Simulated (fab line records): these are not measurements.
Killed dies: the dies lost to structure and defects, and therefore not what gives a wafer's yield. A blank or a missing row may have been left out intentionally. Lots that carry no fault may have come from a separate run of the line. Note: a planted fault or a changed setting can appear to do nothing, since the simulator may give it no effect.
Struck lot and sound lot, side by side -- flow sky130 -- 33 out of 708 route steps
Sound: wafers L411.2, L411.3, L411.4. Struck: wafers L407.1, L407.4, L407.6. The cause is given at the end.
Order at every step that has rows: each side's tool, ch and its chambers, its first start. Under that, the readings that differ: sound wafers -- struck wafers -- difference of the means -- sigmas: that difference in standard deviations of wafers without a fault.
alike: same words and numbers on both sides, and readings whose means sit less than 2 such deviations apart. not compared: any withheld reading, any reading some wafer has no value for, any bound like >300 that may hide the same value, and any number with overlapping values for which the record gives no deviation.
The two part at a step that has a row with sigmas, a row that says differs or no value, or rows on one side only. When numbers do not overlap yet have no deviation, they are printed without sigmas and do not part them. A reading that every wafer of one side lacks parts them only if that side has two wafers or more.

SKY_SD_P_CD_MEAS_07 targets a cd of 380 nm.
  struck on cdSem-02, day 31 16:47; sound on cdSem-01, day 32 15:00
  alike: cdNm
SKY_SD_P_OVL_MEAS_08:
  struck on overlay-02, day 31 16:54; sound on overlay-01, day 32 15:06
  alike: SD_P_OVL
after that, 1 step had no rows for these wafers: SKY_SD_P_IMPLANT_09.
SKY_SD_P_STRIP_10: strips in O2/N2.
  sound on plasmaAsher-02 ch 0,1, day 32 15:17; struck on plasmaAsher-02 ch 0, day 31 17:05
  alike: drypumpMotorCurrentA, oesProductAu, stripTimeToEndpointS
  not compared: rfHoursCounterH
SKY_SD_P_TW_MEAS_11:
  struck on filmMetro-01, day 31 17:11; sound on filmMetro-01, day 32 15:23
  alike: SD_P_TW
then, 7 steps without rows for these wafers: SKY_RES_XHIGH_DEHYDRATE_00 (time 60 s); SKY_RES_XHIGH_HMDS_01 (prime time 60 s); SKY_RES_XHIGH_COAT_02 (resist thk 1140 nm); SKY_RES_XHIGH_SOFTBAKE_03 (time 60 s); SKY_RES_XHIGH_EXPOSE_04 (exposes mask URPM, target cd 1270 nm); SKY_RES_XHIGH_PEB_05; SKY_RES_XHIGH_DEVELOP_06 (develop time 60 s).
SKY_RES_XHIGH_IMPLANT_07:
  sound on implanter-04 ch 0, day 33 17:39; struck on implanter-04, day 32 21:37
  no value came back on the struck wafers for beamEnergyKeV, beamOnS (s), faradayCurrentUA; on the sound wafers beamEnergyKeV reads 19.999 19.991 20.002
SKY_RES_XHIGH_STRIP_08: strips in O2/N2.
  sound on plasmaAsher-02 ch 0,1, day 33 17:47; struck on plasmaAsher-02 ch 0,1, day 32 21:46
reading,sound,struck,difference,sigmas
stripTimeToEndpointS (s),14.31 14.38 14.38,14.24 14.18 14.18,-0.16,-4
  alike: drypumpMotorCurrentA, oesProductAu
  not compared: rfHoursCounterH
SKY_RES_XHIGH_TW_MEAS_09:
  struck on filmMetro-01, day 32 21:52; sound on filmMetro-02, day 33 17:53
reading,sound,struck,difference,sigmas
RES_XHIGH_TW,1643 1642 1643,30 30 30,-1613,-99 or more
then, 7 steps without rows for these wafers: SKY_SD_N_DEHYDRATE_00 (time 60 s); SKY_SD_N_HMDS_01 (prime time 60 s); SKY_SD_N_COAT_02 (resist thk 1140 nm); SKY_SD_N_SOFTBAKE_03 (time 60 s); SKY_SD_N_EXPOSE_04 (exposes mask NSDM, target cd 380 nm); SKY_SD_N_PEB_05; SKY_SD_N_DEVELOP_06 (develop time 60 s).
SKY_SD_N_CD_MEAS_07 targets a cd of 380 nm.
  struck on cdSem-01, day 33 23:58; sound on cdSem-02, day 34 20:47
  alike: cdNm
SKY_SD_N_OVL_MEAS_08:
  struck on overlay-02, day 34 00:05; sound on overlay-02, day 34 20:53
  alike: SD_N_OVL
then, 2 steps without rows for these wafers: SKY_SD_N_IMPLANT_09; SKY_SD_N_IMPLANT_10.
SKY_SD_N_STRIP_11: strips in O2/N2.
  sound on plasmaAsher-03 ch 0,1, day 34 21:13; struck on plasmaAsher-02 ch 0,1, day 34 00:25
  alike: drypumpMotorCurrentA, oesProductAu, stripTimeToEndpointS
  not compared: rfHoursCounterH
SKY_SD_N_TW_MEAS_12:
  struck on filmMetro-02, day 34 00:31; sound on filmMetro-01, day 34 21:20
  alike: SD_N_TW
then, 1 step without rows for these wafers: SKY_SD_N_CLEAN_13 (cleans in SC1/SC2, time 150 s).
SKY_SD_N_RTA_14: time 2 s.
  sound on rtpAnneal-01 ch 0, day 34 21:26; struck on rtpAnneal-01 ch 0, day 34 00:38
  alike: lampPowerPct, wafer_temp_C_max
SKY_SD_N_RS_MEAS_16: measurement is done with a four-point probe.
  struck on filmMetro-04, day 34 00:48; sound on filmMetro-04, day 34 21:38
  alike: SD_N_RS
SKY_SD_N_RS_MEAS_17: measurement is done with a four-point probe.
  struck on filmMetro-04, day 34 00:55; sound on filmMetro-04, day 34 21:45
  alike: SD_P_RS
SKY_SD_N_RS_MEAS_18: measurement is done with a four-point probe.
  struck on filmMetro-04, day 34 01:02; sound on filmMetro-04, day 34 21:52
reading,sound,struck,difference,sigmas
RES_XHIGH_RS (ohm/sq),332.3 332.8 333.2,132.7 132.6 132.6,-200.1,-99 or more

== WHERE THEY PART ==
First at SKY_RES_XHIGH_IMPLANT_07; last, within this record, at SKY_SD_N_RS_MEAS_18.

WHY: what had been put in by the simulator
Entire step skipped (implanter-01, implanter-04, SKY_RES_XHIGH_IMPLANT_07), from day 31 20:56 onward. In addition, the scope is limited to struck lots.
